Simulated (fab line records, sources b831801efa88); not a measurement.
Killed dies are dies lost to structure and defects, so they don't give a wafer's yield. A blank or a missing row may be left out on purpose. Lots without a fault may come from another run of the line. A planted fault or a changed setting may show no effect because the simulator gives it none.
Which tool did it? | flow gf180mcu | 11 lots, 33 wafers sampled, at 3 steps of a route of 602

WHAT THE GAUGES READ, wafer by wafer
GF_V4_CD_MEAS_14: target cd 260 nm.
lot  | measured     | on        | cd_nm (nm)
L759 | day 24 03:19 | cd_sem-01 | 258.8 257.9 258.9
L760 | day 24 06:36 | cd_sem-01 | 259.7 260.0 259.6
L761 | day 24 16:32 | cd_sem-02 | 259.8 260.1 259.5
L764 | day 26 03:41 | cd_sem-01 | 259.6 259.0 260.4
L765 | day 26 14:52 | cd_sem-02 | 259.0 259.3 257.9
L774 | day 29 16:53 | cd_sem-01 | 271.8 273.1 272.3
L776 | day 29 23:51 | cd_sem-02 | 272.3 273.3 274.2
L779 | day 30 13:07 | cd_sem-01 | 260.3 261.2 260.8
L780 | day 30 17:48 | cd_sem-01 | 260.4 260.1 259.5
L781 | day 30 23:13 | cd_sem-02 | 260.1 260.7 260.0
L782 | day 31 08:11 | cd_sem-01 | 260.1 261.1 260.3

WHICH TOOL RAN EACH LOT (tool, then ch and the chambers of the sampled wafers, then the start)
lot  | GF_M4_SPUTTER_04             | GF_V4_COAT_09
L759 | pvd_sputter-01, day 22 03:46 | litho_track-02 ch 0, day 23 14:00
L760 | pvd_sputter-01, day 22 07:14 | litho_track-01 ch 0, day 23 18:00
L761 | pvd_sputter-01, day 22 17:21 | litho_track-01 ch 0, day 24 05:00
L764 | pvd_sputter-02, day 24 06:10 | litho_track-01 ch 0, day 25 16:00
L765 | pvd_sputter-02, day 24 18:32 | litho_track-02 ch 0, day 26 04:00
L774 | pvd_sputter-02, day 28 01:23 | litho_track-01 ch 0, day 29 07:00
L776 | pvd_sputter-04, day 28 08:40 | litho_track-01 ch 0, day 29 14:00
L779 | pvd_sputter-01, day 28 22:47 | litho_track-02 ch 0, day 30 03:00
L780 | pvd_sputter-01, day 29 03:20 | litho_track-02 ch 0, day 30 08:00
L781 | pvd_sputter-01, day 29 09:07 | litho_track-02 ch 0, day 30 14:00
L782 | pvd_sputter-01, day 29 18:34 | litho_track-03 ch 0, day 30 22:00
- GF_M4_SPUTTER_04: material TiN, target thk 50 nm, time 41.7 s.
- GF_V4_COAT_09: resist thk 1000 nm.

THE ANSWER, worked out from the rows above alone
Rule: what is usual is taken from the lots themselves. Put in order of their means at a reading, lots are off if they are a third of the lots or fewer, leave a main group of 4 or more, and stand apart from it by a gap of 3 or more times the standard deviation of the main group's means; of several such gaps the widest counts. A main group whose means are all the same, to the digits that the tables above print for the reading, isn't used. A lot without any number at a reading at which 4 lots or more have one is off too. The other lots that the step has rows for count as sound.
Off: L774, L776, at GF_V4_CD_MEAS_14 (cd_nm). The main group: mean 259.8 nm, standard deviation 0.7.
A tool fits if, at a process step before that reading, it ran every lot that is off, and no sound lot after the first of them. The gauges at GF_V4_CD_MEAS_14 are tried like those tools. One fits: litho_track-01 at GF_V4_COAT_09. Its last sound lot is L764 (day 25 16:00), its first lot that is off L774 (day 29 07:00): a fault that began between those two fits.

WHAT THE SIMULATOR HAD PUT IN
Process parameter drift: litho_track-01, from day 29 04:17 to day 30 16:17, at GF_V4_COAT_09. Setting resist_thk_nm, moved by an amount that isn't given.
Lots struck among those shown: L774, L776. The rule above found the same.
